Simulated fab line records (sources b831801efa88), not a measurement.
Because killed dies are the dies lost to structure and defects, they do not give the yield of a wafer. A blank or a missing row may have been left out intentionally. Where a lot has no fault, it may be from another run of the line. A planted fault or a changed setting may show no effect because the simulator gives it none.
Which tool was responsible? / flow sky130 / 33 wafers from 11 lots sampled at 3 of the route's 708 steps

## WHAT EACH GAUGE READ, for each wafer
SKY_METAL2_RS_MEAS_05: measurement is done with a four-point probe.
lot=L620; measured=day 36 07:44; on=film-metro-03; METAL2_ALCU_RS (ohm/sq)=0.1212 0.1235 0.1206
lot=L623; measured=day 36 14:35; on=film-metro-03; METAL2_ALCU_RS (ohm/sq)=0.1222 0.1213 0.1214
lot=L625; measured=day 37 03:16; on=film-metro-03; METAL2_ALCU_RS (ohm/sq)=0.1392 0.1404 0.1396
lot=L626; measured=day 37 13:13; on=film-metro-04; METAL2_ALCU_RS (ohm/sq)=0.1225 0.1213 0.1226
lot=L627; measured=day 37 18:11; on=film-metro-01; METAL2_ALCU_RS (ohm/sq)=0.1388 0.1388 0.1402
lot=L629; measured=day 38 02:44; on=film-metro-01; METAL2_ALCU_RS (ohm/sq)=0.1409 0.1396 0.1388
lot=L633; measured=day 39 11:24; on=film-metro-04; METAL2_ALCU_RS (ohm/sq)=0.1193 0.1216 0.1193
lot=L635; measured=day 40 01:26; on=film-metro-04; METAL2_ALCU_RS (ohm/sq)=0.1220 0.1215 0.1215
lot=L637; measured=day 40 12:43; on=film-metro-03; METAL2_ALCU_RS (ohm/sq)=0.1226 0.1223 0.1235
lot=L638; measured=day 40 23:52; on=film-metro-01; METAL2_ALCU_RS (ohm/sq)=0.1235 0.1198 0.1218
lot=L639; measured=day 41 05:04; on=film-metro-01; METAL2_ALCU_RS (ohm/sq)=0.1197 0.1208 0.1209

## WHICH TOOL RAN EACH LOT (tool, then ch and the chambers of the sampled wafers, then the start)
lot=L620; SKY_METAL1_SPUTTER_02=pvd-sputter-02, day 33 22:20; SKY_METAL2_SPUTTER_02=pvd-sputter-01, day 36 07:36
lot=L623; SKY_METAL1_SPUTTER_02=pvd-sputter-04, day 34 04:31; SKY_METAL2_SPUTTER_02=pvd-sputter-03, day 36 14:29
lot=L625; SKY_METAL1_SPUTTER_02=pvd-sputter-01, day 34 19:08; SKY_METAL2_SPUTTER_02=pvd-sputter-03, day 37 03:10
lot=L626; SKY_METAL1_SPUTTER_02=pvd-sputter-04, day 35 06:37; SKY_METAL2_SPUTTER_02=pvd-sputter-01, day 37 13:04
lot=L627; SKY_METAL1_SPUTTER_02=pvd-sputter-04, day 35 10:16; SKY_METAL2_SPUTTER_02=pvd-sputter-03, day 37 18:05
lot=L629; SKY_METAL1_SPUTTER_02=pvd-sputter-01, day 35 20:04; SKY_METAL2_SPUTTER_02=pvd-sputter-03, day 38 02:37
lot=L633; SKY_METAL1_SPUTTER_02=pvd-sputter-04, day 37 05:51; SKY_METAL2_SPUTTER_02=pvd-sputter-01, day 39 11:16
lot=L635; SKY_METAL1_SPUTTER_02=pvd-sputter-01, day 37 19:32; SKY_METAL2_SPUTTER_02=pvd-sputter-02, day 40 01:21
lot=L637; SKY_METAL1_SPUTTER_02=pvd-sputter-01, day 38 07:10; SKY_METAL2_SPUTTER_02=pvd-sputter-03, day 40 12:35
lot=L638; SKY_METAL1_SPUTTER_02=pvd-sputter-04, day 38 19:58; SKY_METAL2_SPUTTER_02=pvd-sputter-01, day 40 23:46
lot=L639; SKY_METAL1_SPUTTER_02=pvd-sputter-01, day 39 00:21; SKY_METAL2_SPUTTER_02=pvd-sputter-03, day 41 04:56
- SKY_METAL1_SPUTTER_02: material AlCu, target thk 250 nm, time 13.3 s.
- SKY_METAL2_SPUTTER_02: material AlCu, target thk 250 nm, time 13.79 s.

## THE ANSWER, worked out from the rows above alone
Rule: the lots themselves supply what counts as usual. Put in order of their means at a reading, lots are off if they are a third of the lots or fewer, leave a main group of 4 or more, and stand apart from it by a gap of 3 or more times the standard deviation of the main group's means; of several such gaps the widest counts. If all means in a main group match to the digits the tables above print for the reading, that group is not used. Also off: a lot with no number at a reading for which 4 or more lots have one. Any other lot the step has rows for is counted as sound.
Off: L625, L627, L629, at SKY_METAL2_RS_MEAS_05 (METAL2_ALCU_RS). The main group has a mean of 0.1215 ohm/sq with a standard deviation of 0.00082.
If a tool, at a process step before that reading, ran all the lots that are off and no sound lot after the first of them, it fits. Those tools and the gauges at SKY_METAL2_RS_MEAS_05 are tried in the same way. Of those tried, none fits.

## WHAT THE SIMULATOR HAD PUT IN
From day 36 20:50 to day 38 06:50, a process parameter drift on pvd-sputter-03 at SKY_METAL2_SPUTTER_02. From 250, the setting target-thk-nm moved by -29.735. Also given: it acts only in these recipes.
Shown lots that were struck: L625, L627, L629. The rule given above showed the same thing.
